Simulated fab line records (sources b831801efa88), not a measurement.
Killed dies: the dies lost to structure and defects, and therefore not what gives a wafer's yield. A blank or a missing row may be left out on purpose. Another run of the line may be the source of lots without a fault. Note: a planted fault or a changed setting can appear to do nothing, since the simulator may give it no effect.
fab line records	flow sky130
record: lots: 11	wafers: 33	lastDay: 50
route steps=708 shown METAL1@438 METAL4@635 PAD_OPEN@708
lots that met no fault: from a run of the same line without faults
startH: start of the lot's first displayed wafer, in hours after the record's first day	waitH: hours since the lot's step before	" identical to the entry in the row above	L1.1+2: several wafers, shown together as one row	- either no value or no given start	* or withheld: withheld	< > ~ a bound
route shown NAME@n: NAME is a module with steps in the file, n the number in the route of the first one	usual: the fault-free wafers' mean and standard deviation	same: alike in all rows	chamber/n: place in a boat	sites: per-site readings	_std_site: how widely they spread, as a standard deviation	_edge_site: the outer-site mean with the inner-site mean subtracted	radiusMm: for every site, how far away it sits from the centre of the wafer	mask NAME#n: copy n	behind: tool/chamber where the wafer was last shaped	hold: why the lot went on hold/how many hours it stayed there/how the hold came to an end	device: transistor that didn't switch, given as n, p or np	end of line: tests of these same wafers at the route's end	a step with no rows: only its recipe	killed: dies lost to structure and defects at the first sort, not the wafer's yield	map: shows each die of a wafer: x if killed, . if not, _ if none is there
set.NAME: the setting as run; set.NAME@STEP: as run at that earlier step	model.NAME: the simulator's own value behind a step, which no gauge read
one table for each step of the route and one row for each wafer, over a sample of lots
services: from which hour (startH, from the record's first day; less than 0 if before it) a tool's chamber was out of use, for how many hours, and why
== steps ==
step: SKY_METAL1_SPUTTER_04
recipe: material: TiN	targetThkNm: 70	powerW: 6500	timeS: 58.3	chamberPressurePa: 0.4
usual: throttleValvePct: 29.9/1.1
lot.wafer	tool	chamber	startH	waitH	throttleValvePct
L111.1	pvdSputter-01	-	776.63	0.0	28.3
L111.2	"	-	"	"	30.5
L111.3	"	-	"	"	30.4
L113.1	pvdSputter-03	-	809.41	0.0	29.6
L113.3	"	-	"	"	30.6
L113.5	"	-	"	"	30.4
L115.1	pvdSputter-04	-	824.99	0.0	30.1
L115.5	"	-	"	"	30.2
L115.6	"	-	"	"	30.4
L114.3	pvdSputter-04	-	827.87	0.0	29.0
L114.4	"	-	"	"	30.1
L114.5	"	-	"	"	30.0
L120.3	pvdSputter-03	-	854.33	0.0	30.7
L120.4	"	-	"	"	31.7
L120.6	"	-	"	"	30.6
L122.2	pvdSputter-03	-	870.14	0.0	31.9
L122.4	"	-	"	"	28.5
L122.6	"	-	"	"	31.3
L123.1	pvdSputter-04	-	870.34	0.0	30.3
L123.2	"	-	"	"	30.7
L123.4	"	-	"	"	29.3
L125.2	pvdSputter-04	-	883.03	0.0	29.1
L125.4	"	-	"	"	30.7
L125.6	"	-	"	"	30.7
L126.1	pvdSputter-03	-	891.78	0.0	29.3
L126.4	"	-	"	"	31.8
L126.5	"	-	"	"	30.3
L129.1	pvdSputter-04	-	906.83	0.0	30.6
L129.4	"	-	"	"	30.7
L129.6	"	-	"	"	30.8
L128.3	pvdSputter-01	-	909.23	0.0	27.8
L128.4	"	-	"	"	30.4
L128.5	"	-	"	"	28.2
step: SKY_METAL1_OVL_MEAS_16
usual: METAL1_OVL: -3/5.2
lot.wafer	tool	chamber	startH	waitH	METAL1_OVL[nm]
L111.1	overlay-01	-	803.57	0.1	4
L111.2	"	-	"	"	-8
L111.3	"	-	"	"	-5
L113.1	overlay-02	-	835.82	0.1	5
L113.3	"	-	"	"	4
L113.5	"	-	"	"	7
L115.1	overlay-02	-	851.57	0.1	-6
L115.5	"	-	"	"	-10
L115.6	"	-	"	"	-4
L114.3	overlay-01	-	854.56	0.1	0
L114.4	"	-	"	"	1
L114.5	"	-	"	"	2
L120.3	overlay-01	-	881.09	0.1	-3
L120.4	"	-	"	"	1
L120.6	"	-	"	"	0
L122.2	overlay-01	-	896.28	0.1	0
L122.4	"	-	"	"	-1
L122.6	"	-	"	"	-6
L123.1	overlay-02	-	896.91	0.1	-8
L123.2	"	-	"	"	-8
L123.4	"	-	"	"	-8
L125.2	overlay-01	-	908.82	0.1	-6
L125.4	"	-	"	"	-8
L125.6	"	-	"	"	-8
L126.1	overlay-01	-	916.82	0.1	3
L126.4	"	-	"	"	3
L126.5	"	-	"	"	3
L129.1	overlay-01	-	932.15	0.1	-5
L129.4	"	-	"	"	-4
L129.6	"	-	"	"	-9
L128.3	overlay-02	-	934.39	0.1	-2
L128.4	"	-	"	"	-3
L128.5	"	-	"	"	-1
step: SKY_METAL1_ETCH_18
recipe: chemistry: N2/H2	target: BARC	ionEnergyEv: 200	biasW: 100	pressureMtorr: 30	n2FlowSccm: 100	h2FlowSccm: 200	icpW: 500	stopOn: SiO2	timeS: 45.9	targetDepthA: 600
usual: drypumpMotorCurrentA: 5.5/0.39	oesProductAu: 0.854/0.0048	throttleValvePct: 13.223/0.0091
lot.wafer	tool	chamber	startH	waitH	drypumpMotorCurrentA	oesProductAu	rfHoursCounterH	throttleValvePct
L111.1	rieMetal-03	1	803.64	0.0	5.6	0.852	2	13.212
L111.2	"	0	"	"	5.9	0.855	15	13.236
L111.3	"	0	"	"	5.9	0.853	-	13.236
L113.1	rieMetal-02	0	835.89	0.0	5.8	0.859	4	13.233
L113.3	"	0	"	"	5.8	0.849	-	13.215
L113.5	"	0	"	"	5.8	0.859	-	13.220
L115.1	rieMetal-03	1	851.64	0.0	5.6	0.855	3	13.231
L115.5	"	1	"	"	5.6	0.849	-	13.246
L115.6	"	0	"	"	5.9	0.852	-	13.230
L114.3	rieMetal-03	0	854.64	0.0	5.9	0.855	-	13.225
L114.4	"	1	"	"	5.7	0.861	-	13.232
L114.5	"	0	"	"	5.9	0.857	-	13.213
L120.3	rieMetal-03	1	881.16	0.0	5.6	0.857	-	13.210
L120.4	"	0	"	"	5.9	0.856	-	13.230
L120.6	"	1	"	"	5.7	0.847	-	13.218
L122.2	rieMetal-02	1	896.34	0.0	5.0	0.851	10	13.230
L122.4	"	1	"	"	5.0	0.857	-	13.246
L122.6	"	1	"	"	5.0	0.856	-	13.206
L123.1	rieMetal-01	0	896.98	0.0	5.9	0.858	17	13.217
L123.2	"	1	"	"	5.0	0.856	5	13.215
L123.4	"	1	"	"	5.0	0.851	-	13.220
L125.2	rieMetal-01	1	908.93	0.1	5.0	0.863	-	13.216
L125.4	"	1	"	"	5.0	0.844	-	13.232
L125.6	"	1	"	"	5.0	0.850	-	13.212
L126.1	rieMetal-01	1	916.92	0.1	5.0	0.860	6	13.231
L126.4	"	1	"	"	5.0	0.859	-	13.231
L126.5	"	1	"	"	5.0	0.856	-	13.205
L129.1	rieMetal-01	1	932.22	0.0	5.0	0.852	7	13.231
L129.4	"	1	"	"	5.0	0.858	-	13.216
L129.6	"	1	"	"	5.0	0.846	-	13.226
L128.3	rieMetal-02	0	934.46	0.0	5.8	0.852	-	13.220
L128.4	"	1	"	"	5.0	0.850	-	13.224
L128.5	"	0	"	"	5.8	0.847	-	13.216
step: SKY_METAL4_STRIP_19
recipe: chemistry: O2/N2	powerW: 1400	pressureMtorr: 1500	platenTempC: withheld	o2FlowSccm: 3000	n2FlowSccm: 300	overashFraction: 0.5
usual: chamberPressureMTorr: 1499.8/1.4	drypumpMotorCurrentA: 5.9/0.45	oesProductAu: 0.501/0.0051	stripTimeToEndpointS: 6.50/0.078
lot.wafer	tool	chamber	startH	waitH	chamberPressureMTorr	drypumpMotorCurrentA	oesProductAu	rfHoursCounterH	stripTimeToEndpointS
L111.1	plasmaAsher-04	1	1015.74	0.1	1502.4	5.4	0.501	85	6.52
L111.2	"	0	"	"	1499.7	6.6	0.505	85	6.51
L111.3	"	1	"	"	1501.5	5.4	0.503	-	6.49
L113.1	plasmaAsher-01	1	1043.76	0.1	1499.4	5.9	0.495	126	6.49
L113.3	"	1	"	"	1503.0	5.9	0.497	-	6.50
L113.5	"	1	"	"	1500.2	5.9	0.504	-	6.47
L115.1	plasmaAsher-03	0	1055.34	0.1	-	-	-	-	-
L115.5	"	1	"	"	-	-	-	-	-
L115.6	"	0	"	"	-	-	-	-	-
L114.3	plasmaAsher-04	1	1058.01	0.1	-	-	-	-	-
L114.4	"	0	"	"	-	-	-	-	-
L114.5	"	1	"	"	-	-	-	-	-
L120.3	plasmaAsher-04	0	1081.10	0.2	1499.6	6.6	0.493	-	6.41
L120.4	"	1	"	"	1500.0	5.4	0.501	-	6.46
L120.6	"	1	"	"	1498.6	5.4	0.499	-	6.42
L122.2	plasmaAsher-04	1	1093.49	0.1	1500.6	5.4	0.494	93	6.41
L122.4	"	1	"	"	1500.6	5.3	0.501	-	6.45
L122.6	"	0	"	"	1500.0	6.6	0.494	-	6.41
L123.1	plasmaAsher-04	0	1094.32	0.3	1498.8	6.6	0.493	93	6.44
L123.2	"	1	"	"	1499.8	5.4	0.499	93	6.45
L123.4	"	0	"	"	1498.2	6.6	0.487	-	6.41
L125.2	plasmaAsher-01	0	1103.38	0.1	1500.1	5.7	0.504	5	6.55
L125.4	"	0	"	"	1501.3	5.7	0.505	-	6.50
L125.6	"	1	"	"	1499.2	5.9	0.493	-	6.43
L126.1	plasmaAsher-03	0	1111.74	0.2	1498.3	6.0	0.507	63	6.55
L126.4	"	0	"	"	1500.9	6.0	0.502	-	6.55
L126.5	"	0	"	"	1500.1	6.0	0.505	-	6.51
L129.1	plasmaAsher-01	0	1121.13	0.1	1500.9	5.7	0.504	7	6.51
L129.4	"	0	"	"	1500.1	5.7	0.498	-	6.38
L129.6	"	0	"	"	1499.2	5.7	0.501	-	6.43
L128.3	plasmaAsher-04	1	1122.77	0.1	1498.6	5.4	0.506	-	6.46
L128.4	"	0	"	"	1496.8	6.6	0.504	-	6.50
L128.5	"	0	"	"	1499.8	6.6	0.508	-	6.50
step: SKY_PAD_OPEN_PROBE_99
usual: defectLimitedYield: 82.5/2	killed_at_M0_to_M3: 44/7.7	killed_at_M4_up: 3.0/1.9	killedAtContacts: 25/5.6	killedAtFrontEnd: 15/4.6	killedAtOther: 0.3/0.47	killedDies: 86/9.9	killedOnRim: 17/3.6	killedOpen: 47/7.4	killedShort: 39/5.9	sort_bin_3_pad_short: 0.8/0.37	sort_bin_5_function: 10.4/1.5	sort_bin_6_memory: 6.3/1	sortNPass: 406/9.9	sortYieldPct: 82.5/2
same: grossDies: 492	killedAtBackSide: 0	sort_bin_4_leakage[%]: 0	sort_bin_8_speed[%]: 0
lot.wafer	tool	chamber	startH	waitH	hold	defectLimitedYield[%]	killed_at_M0_to_M3	killed_at_M4_up	killedAtContacts	killedAtFrontEnd	killedAtOther	killedDies	killedOnRim	killedOpen	killedShort	sort_bin_3_pad_short[%]	sort_bin_5_function[%]	sort_bin_6_memory[%]	sortNPass	sortYieldPct[%]
L111.1	prober-01	-	1107.61	0.1	-	80.3	54	11	25	6	1	97	19	47	50	1.4	11.2	7.1	395	80.3
L111.2	prober-01	-	1107.66	0.1	-	83.1	42	3	21	17	0	83	19	47	36	1.2	9.1	6.5	409	83.1
L111.3	prober-01	-	1107.71	0.2	-	79.9	49	2	29	19	0	99	18	46	53	1.0	12.4	6.7	393	79.9
L113.1	prober-02	-	1133.05	0.1	-	85.2	33	4	27	9	0	73	20	37	36	1.2	6.9	6.7	419	85.2
L113.3	prober-02	-	1133.15	0.2	-	84.8	37	2	23	13	0	75	17	37	38	1.0	9.3	4.9	417	84.8
L113.5	prober-02	-	1133.25	0.2	-	85.2	42	2	20	9	0	73	20	36	37	0.8	8.9	5.1	419	85.2
L115.1	prober-02	-	1143.96	0.1	awaitDispo/5.1h/scrap	0	56	397	18	21	0	492	96	65	36	0.6	90.9	8.5	0	0
L115.5	prober-02	-	1144.16	0.2	awaitDispo/5.1h/scrap	0	54	398	23	16	1	492	96	55	42	1.0	91.5	7.5	0	0
L115.6	prober-02	-	1144.21	0.2	awaitDispo/5.1h/scrap	0	53	410	17	12	0	492	96	38	44	0.6	93.9	5.5	0	0
L114.3	prober-01	-	1144.88	0.2	awaitDispo/2.3h/scrap	0	48	407	21	16	0	492	96	53	34	1.0	92.9	6.1	0	0
L114.4	prober-01	-	1144.93	0.2	awaitDispo/2.3h/scrap	0	36	413	22	21	0	492	96	52	29	0.6	93.1	6.3	0	0
L114.5	prober-01	-	1144.98	0.2	awaitDispo/2.3h/scrap	0	45	410	22	14	1	492	96	51	34	0.6	93.3	6.1	0	0
L120.3	prober-02	-	1165.74	0.2	-	81.3	48	6	28	10	0	92	14	49	43	0.4	13.0	5.3	400	81.3
L120.4	prober-02	-	1165.79	0.2	-	81.5	53	3	18	16	1	91	15	48	43	0.6	9.1	8.7	401	81.5
L120.6	prober-02	-	1165.89	0.2	-	79.5	52	6	24	18	1	101	19	60	41	0.8	12.6	7.1	391	79.5
L122.2	prober-02	-	1176.48	0.1	-	82.7	37	2	24	22	0	85	16	38	47	0.8	11.8	4.7	407	82.7
L122.4	prober-02	-	1176.58	0.2	-	83.9	41	4	25	8	1	79	17	47	32	1.0	9.3	5.7	413	83.9
L122.6	prober-02	-	1176.68	0.2	-	85.0	34	4	25	10	1	74	14	44	30	1.0	8.9	5.1	418	85.0
L123.1	prober-01	-	1176.69	0.1	-	81.3	48	3	29	12	0	92	13	52	40	1.2	12.2	5.3	400	81.3
L123.2	prober-01	-	1176.74	0.1	-	82.1	47	0	29	12	0	88	14	48	40	0.2	11.0	6.7	404	82.1
L123.4	prober-01	-	1176.84	0.2	-	83.1	41	3	29	10	0	83	17	52	31	0.8	10.8	5.3	409	83.1
L125.2	prober-01	-	1183.06	0.1	-	82.3	39	2	28	18	0	87	16	45	42	0.8	10.6	6.3	405	82.3
L125.4	prober-01	-	1183.16	0.2	-	84.3	28	2	29	18	0	77	12	42	35	0.8	10.0	4.9	415	84.3
L125.6	prober-01	-	1183.26	0.2	-	85.0	43	2	14	15	0	74	8	39	35	1.6	8.3	5.1	418	85.0
L126.1	prober-02	-	1189.91	0.1	-	83.5	41	6	25	9	0	81	16	49	32	0.4	10.6	5.5	411	83.5
L126.4	prober-02	-	1190.06	0.2	-	85.0	28	3	23	20	0	74	17	40	30	0.8	8.7	5.5	418	85.0
L126.5	prober-02	-	1190.11	0.2	-	84.1	40	1	24	11	2	78	12	37	41	0.4	10.4	5.1	414	84.1
L129.1	prober-01	-	1197.57	0.1	-	81.3	47	4	23	18	0	92	18	47	45	0.8	10.2	7.7	400	81.3
L129.4	prober-01	-	1197.72	0.2	-	82.7	43	3	20	19	0	85	16	42	43	1.4	11.0	4.9	407	82.7
L129.6	prober-01	-	1197.82	0.2	-	82.1	38	8	29	13	0	88	11	42	46	0.6	11.4	5.9	404	82.1
L128.3	prober-02	-	1199.17	0.2	-	84.3	48	0	13	16	0	77	14	38	39	0.8	8.7	6.1	415	84.3
L128.4	prober-02	-	1199.22	0.2	-	80.9	58	2	17	16	1	94	19	56	38	0.8	12.2	6.1	398	80.9
L128.5	prober-02	-	1199.27	0.2	-	85.0	38	1	17	18	0	74	15	39	35	1.0	8.1	5.9	418	85.0
killed by level:class
L111.1 VIA2:geometricParticle:open=13 METAL4:geometricParticle:short=11 VIA3:geometricParticle:open=9 LI_CONTACT:geometricParticle:open=7 CONTACT:geometricParticle:short=6 VIA1:geometricParticle:open=6 METAL2:geometricParticle:short=6 CONTACT:geometricParticle:open=5
L111.2 CONTACT:geometricParticle:open=9 VIA3:geometricParticle:short=8 FIELD_ISO:geometricParticle:open=7 LI_CONTACT:geometricParticle:open=7 VIA3:geometricParticle:open=6 METAL2:geometricParticle:short=5 METAL1:geometricParticle:short=5 VIA1:geometricParticle:open=5
L111.3 LOCAL_INTERCONNECT:geometricParticle:short=9 METAL2:geometricParticle:short=9 VIA3:geometricParticle:open=9 LI_CONTACT:geometricParticle:open=7 CONTACT:geometricParticle:open=7 VIA3:geometricParticle:short=7 VIA1:geometricParticle:open=6 FIELD_ISO:geometricParticle:short=5
L113.1 CONTACT:geometricParticle:open=11 VIA1:geometricParticle:open=9 LOCAL_INTERCONNECT:geometricParticle:short=7 LI_CONTACT:geometricParticle:open=6 VIA2:geometricParticle:open=6 METAL2:geometricParticle:short=6 FIELD_ISO:geometricParticle:open=4 METAL4:geometricParticle:short=4
L113.3 CONTACT:geometricParticle:open=9 METAL1:geometricParticle:short=6 VIA1:geometricParticle:open=6 FIELD_ISO:geometricParticle:short=5 LI_CONTACT:geometricParticle:open=5 LI_CONTACT:geometricParticle:short=4 VIA1:geometricParticle:short=4 VIA3:geometricParticle:short=4
L113.5 VIA1:geometricParticle:short=9 LI_CONTACT:geometricParticle:open=7 METAL1:geometricParticle:short=7 CONTACT:geometricParticle:open=6 VIA1:geometricParticle:open=5 METAL2:geometricParticle:short=5 FIELD_ISO:geometricParticle:open=3 POLY_GATE:geometricParticle:open=3
L115.1 VIA4:areaHdpcvd=391 VIA1:geometricParticle:open=13 VIA2:geometricParticle:open=10 CONTACT:geometricParticle:open=9 METAL1:geometricParticle:short=7 VIA3:geometricParticle:open=7 POLY_GATE:geometricParticle:open=6 VIA1:geometricParticle:short=6
L115.5 VIA4:areaHdpcvd=395 VIA1:geometricParticle:open=15 CONTACT:geometricParticle:open=11 VIA2:geometricParticle:open=8 FIELD_ISO:geometricParticle:short=6 METAL1:geometricParticle:short=6 FIELD_ISO:geometricParticle:open=5 VIA1:geometricParticle:short=5
L115.6 VIA4:areaHdpcvd=410 METAL1:geometricParticle:short=9 VIA1:geometricParticle:open=8 CONTACT:geometricParticle:open=7 LI_CONTACT:geometricParticle:open=7 VIA3:geometricParticle:open=7 VIA3:geometricParticle:short=6 VIA2:geometricParticle:open=5
L114.3 VIA4:areaHdpcvd=405 CONTACT:geometricParticle:open=10 METAL2:geometricParticle:short=9 LI_CONTACT:geometricParticle:open=8 VIA1:geometricParticle:open=8 VIA3:geometricParticle:open=8 VIA2:geometricParticle:open=5 FIELD_ISO:geometricParticle:short=4
L114.4 VIA4:areaHdpcvd=411 VIA1:geometricParticle:open=12 LI_CONTACT:geometricParticle:open=8 CONTACT:geometricParticle:open=8 POLY_GATE:geometricParticle:short=6 FIELD_ISO:geometricParticle:open=5 POLY_GATE:geometricParticle:open=5 VIA2:geometricParticle:open=5
L114.5 VIA4:areaHdpcvd=407 VIA1:geometricParticle:open=14 VIA3:geometricParticle:open=9 CONTACT:geometricParticle:open=8 CONTACT:geometricParticle:short=5 METAL2:geometricParticle:short=5 FIELD_ISO:geometricParticle:short=4 METAL1:geometricParticle:short=4
L120.3 VIA1:geometricParticle:open=15 LI_CONTACT:geometricParticle:open=7 CONTACT:geometricParticle:open=7 CONTACT:geometricParticle:short=6 METAL2:geometricParticle:short=6 VIA3:geometricParticle:open=6 LOCAL_INTERCONNECT:geometricParticle:short=5 VIA1:geometricParticle:short=5
L120.4 VIA1:geometricParticle:open=15 VIA3:geometricParticle:open=10 VIA3:geometricParticle:short=10 CONTACT:geometricParticle:open=8 FIELD_ISO:geometricParticle:short=4 POLY_GATE:geometricParticle:short=4 METAL1:geometricParticle:short=4 VIA2:geometricParticle:open=4
L120.6 VIA1:geometricParticle:open=11 VIA2:geometricParticle:open=11 CONTACT:geometricParticle:open=9 VIA3:geometricParticle:open=8 LI_CONTACT:geometricParticle:open=6 VIA3:geometricParticle:short=5 METAL4:geometricParticle:short=4 FIELD_ISO:geometricParticle:open=4
L122.2 CONTACT:geometricParticle:open=11 FIELD_ISO:geometricParticle:short=7 METAL1:geometricParticle:short=7 VIA2:geometricParticle:open=6 VIA1:geometricParticle:open=6 FIELD_ISO:geometricParticle:open=4 POLY_GATE:geometricParticle:short=4 POLY_GATE:geometricParticle:open=4
L122.4 VIA1:geometricParticle:open=13 CONTACT:geometricParticle:open=12 VIA3:geometricParticle:open=7 VIA2:geometricParticle:open=5 LI_CONTACT:geometricParticle:open=4 LOCAL_INTERCONNECT:geometricParticle:short=4 VIA1:geometricParticle:short=4 FIELD_ISO:geometricParticle:short=3
L122.6 VIA1:geometricParticle:open=13 LI_CONTACT:geometricParticle:open=7 CONTACT:geometricParticle:open=7 LI_CONTACT:geometricParticle:short=5 VIA3:geometricParticle:open=5 VIA2:geometricParticle:open=4 METAL2:geometricParticle:short=4 LOCAL_INTERCONNECT:geometricParticle:short=3
L123.1 VIA2:geometricParticle:open=11 VIA1:geometricParticle:open=11 LI_CONTACT:geometricParticle:open=8 CONTACT:geometricParticle:short=8 VIA1:geometricParticle:short=7 CONTACT:geometricParticle:open=6 VIA3:geometricParticle:open=5 POLY_GATE:geometricParticle:short=4
L123.2 CONTACT:geometricParticle:open=11 VIA1:geometricParticle:open=9 VIA2:geometricParticle:open=7 LI_CONTACT:geometricParticle:open=6 CONTACT:geometricParticle:short=6 VIA1:geometricParticle:short=6 VIA3:geometricParticle:open=5 FIELD_ISO:geometricParticle:open=4
L123.4 CONTACT:geometricParticle:open=10 LI_CONTACT:geometricParticle:open=9 VIA3:geometricParticle:open=9 VIA1:geometricParticle:open=6 CONTACT:geometricParticle:short=5 VIA2:geometricParticle:open=5 VIA1:geometricParticle:short=4 METAL1:geometricParticle:short=4
L125.2 LI_CONTACT:geometricParticle:open=8 CONTACT:geometricParticle:open=7 VIA3:geometricParticle:open=6 VIA1:geometricParticle:open=6 LI_CONTACT:geometricParticle:short=5 METAL2:geometricParticle:short=5 FIELD_ISO:geometricParticle:short=4 POLY_GATE:geometricParticle:open=4
L125.4 LI_CONTACT:geometricParticle:open=13 CONTACT:geometricParticle:open=6 CONTACT:geometricParticle:short=6 FIELD_ISO:geometricParticle:short=5 METAL2:geometricParticle:short=5 VIA2:geometricParticle:open=5 VIA3:geometricParticle:open=5 POLY_GATE:geometricParticle:short=4
L125.6 VIA3:geometricParticle:open=9 METAL1:geometricParticle:short=8 LI_CONTACT:geometricParticle:open=7 VIA2:geometricParticle:open=7 FIELD_ISO:geometricParticle:short=5 CONTACT:geometricParticle:open=5 VIA1:geometricParticle:open=5 METAL2:geometricParticle:short=4
L126.1 VIA1:geometricParticle:open=13 LI_CONTACT:geometricParticle:open=9 VIA2:geometricParticle:open=8 CONTACT:geometricParticle:short=6 CONTACT:geometricParticle:open=5 VIA3:geometricParticle:open=5 METAL2:geometricParticle:short=4 METAL4:geometricParticle:short=4
L126.4 CONTACT:geometricParticle:open=12 VIA2:geometricParticle:open=7 FIELD_ISO:geometricParticle:open=5 FIELD_ISO:geometricParticle:short=4 CONTACT:geometricParticle:short=4 POLY_GATE:areaEtch=4 METAL2:geometricParticle:open=3 SPACER:geometricParticle:short=3
L126.5 VIA3:geometricParticle:open=8 VIA1:geometricParticle:open=7 METAL2:geometricParticle:short=7 LI_CONTACT:geometricParticle:short=6 CONTACT:geometricParticle:short=6 FIELD_ISO:geometricParticle:open=5 LI_CONTACT:geometricParticle:open=5 VIA2:geometricParticle:short=5
L129.1 VIA1:geometricParticle:open=9 METAL1:geometricParticle:short=9 CONTACT:geometricParticle:open=8 VIA2:geometricParticle:open=7 VIA3:geometricParticle:open=7 LOCAL_INTERCONNECT:geometricParticle:short=6 VIA1:geometricParticle:short=6 FIELD_ISO:geometricParticle:short=5
L129.4 VIA2:geometricParticle:open=8 VIA3:geometricParticle:open=8 CONTACT:geometricParticle:short=7 FIELD_ISO:geometricParticle:short=6 METAL1:geometricParticle:short=5 CONTACT:geometricParticle:open=5 VIA1:geometricParticle:short=5 VIA1:geometricParticle:open=5
L129.6 CONTACT:geometricParticle:open=10 VIA1:geometricParticle:open=8 LI_CONTACT:geometricParticle:open=7 METAL1:geometricParticle:short=7 CONTACT:geometricParticle:short=5 LI_CONTACT:geometricParticle:short=4 VIA1:geometricParticle:short=4 METAL2:geometricParticle:short=4
L128.3 VIA1:geometricParticle:open=13 METAL1:geometricParticle:short=6 METAL2:geometricParticle:short=6 FIELD_ISO:geometricParticle:short=5 CONTACT:geometricParticle:open=5 VIA2:geometricParticle:open=4 METAL3:geometricParticle:short=4 VIA2:geometricParticle:short=3
L128.4 VIA1:geometricParticle:open=15 VIA1:geometricParticle:short=10 CONTACT:geometricParticle:open=9 VIA2:geometricParticle:open=8 FIELD_ISO:geometricParticle:open=6 METAL2:geometricParticle:open=6 POLY_GATE:geometricParticle:open=5 METAL2:geometricParticle:short=5
L128.5 VIA1:geometricParticle:open=10 METAL2:geometricParticle:short=6 VIA2:geometricParticle:open=5 FIELD_ISO:geometricParticle:short=4 FIELD_ISO:geometricParticle:open=4 VIA1:geometricParticle:short=4 LI_CONTACT:geometricParticle:open=4 CONTACT:geometricParticle:open=4
== services ==
tool	chamber	startH	hours	kind
rieMetal-02	-	753.57	28.1	pm
pvdSputter-03	-	786.56	1.9	repair
plasmaAsher-01	-	796.90	1.2	repair
pvdSputter-03	-	797.75	1.2	repair
rieMetal-01	1	828.53	4.4	repair
rieMetal-01	1	844.19	2.4	repair
plasmaAsher-03	-	857.92	4.0	repair
rieMetal-03	-	870.39	2.8	pm
rieMetal-02	-	895.91	0.3	repair
pvdSputter-04	-	925.24	1.1	repair
plasmaAsher-04	-	937.61	0.4	repair
plasmaAsher-04	-	948.53	1.4	repair
rieMetal-02	0	956.03	1.3	repair
pvdSputter-03	-	963.70	4.5	repair
pvdSputter-04	-	1005.53	7.4	repair
plasmaAsher-04	-	1020.08	2.3	repair
pvdSputter-04	-	1020.76	1.1	repair
rieMetal-03	-	1035.85	1.5	repair
plasmaAsher-01	-	1055.25	9.0	pm
plasmaAsher-04	-	1068.54	0.9	repair
rieMetal-01	0	1069.70	25.1	repair
plasmaAsher-04	-	1109.04	1.8	repair
rieMetal-02	-	1114.03	0.2	repair
rieMetal-01	0	1115.47	4.7	repair
== key ==
firstSign: step: SKY_METAL4_STRIP_19	reading: toolRecord	direction: missing
effect: step: SKY_PAD_OPEN_PROBE_99	reading: killed_at_M4_up	direction: up	sigmas: 99+	usual: 3.0	struck: 405.8
moreKillsBornAt: SKY_VIA4_HDPCVD_00@hdpcvd-02: 1223	SKY_VIA4_HDPCVD_00@hdpcvd-01: 1196
metAt SKY_METAL4_STRIP_19
struckLots L114,L115
laterRowsLeftOut L114.3,L114.4,L114.5,L115.1,L115.5,L115.6
notActingAt SKY_METAL1_SPUTTER_04,SKY_METAL1_OVL_MEAS_16,SKY_METAL1_ETCH_18
onsetBetween 1015.74 1055.34
fault: kind: skippedStepWhole	tool: plasmaAsher-03,plasmaAsher-04	chamber: -	onsetH: 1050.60	steps: SKY_METAL4_STRIP_19	scope: struckLotsOnly
laterRowsLeftOut: the simulator's readings of these wafers behind a module that went badly wrong aren't trusted and aren't shown, but for the sort
